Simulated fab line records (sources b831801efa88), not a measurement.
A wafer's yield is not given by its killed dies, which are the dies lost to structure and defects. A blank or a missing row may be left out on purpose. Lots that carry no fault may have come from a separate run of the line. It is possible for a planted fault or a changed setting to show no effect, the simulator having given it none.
Which tool did it? -- flow gf180mcu -- 21 wafers from 7 lots sampled at 2 of the route's 602 steps

== WHAT EACH GAUGE READ, for each wafer ==
GF_LVPWELL_TW_MEAS_11.
lot,measured,on,LVPWELL_TW
L399,day 4 13:26,film-metro-04,561 565 567
L402,day 5 01:02,film-metro-04,561 563 562
L404,day 5 10:44,film-metro-02,556 550 554
L406,day 5 23:41,film-metro-04,564 562 564
L411,day 7 06:54,film-metro-01,666 659 662
L418,day 8 21:07,film-metro-02,661 663 663
L420,day 9 06:56,film-metro-02,553 554 552

== TOOL THAT RAN EACH LOT (tool first, then ch and the chambers of the sampled wafers, then the start) ==
lot,GF_LVPWELL_IMPLANT_08
L399,"implanter-01 ch 0, day 4 13:02"
L402,"implanter-03 ch 0, day 5 00:38"
L404,"implanter-02 ch 0, day 5 10:20"
L406,"implanter-01 ch 0, day 5 23:17"
L411,"implanter-01 ch 0, day 7 05:20"
L418,"implanter-03 ch 0, day 8 20:26"
L420,"implanter-02 ch 0, day 9 06:32"
- GF_LVPWELL_IMPLANT_08

== THE ANSWER, worked out from the rows above alone ==
Rule: the usual values come from the lots themselves. The widest of any qualifying gaps counts: lots, ordered by their means at a reading, are off when they make up no more than a third of the lots, leave a main group of 4 or more, and stand apart from it by 3 or more times the standard deviation of that group's means. Not used: any main group whose means are identical at the precision the tables above print for the reading. A lot without any number at a reading at which 4 lots or more have one is off too. The other lots that the step has rows for count as sound.
Off: at GF_LVPWELL_TW_MEAS_11 (LVPWELL_TW), L411, L418. Main group: mean 559, sd 5.
If a tool, at a process step before that reading, ran all the lots that are off and no sound lot after the first of them, it fits. The gauges at GF_LVPWELL_TW_MEAS_11 are tried like those tools. None of those tried fits.

== WHAT HAD BEEN PUT IN BY THE SIMULATOR ==
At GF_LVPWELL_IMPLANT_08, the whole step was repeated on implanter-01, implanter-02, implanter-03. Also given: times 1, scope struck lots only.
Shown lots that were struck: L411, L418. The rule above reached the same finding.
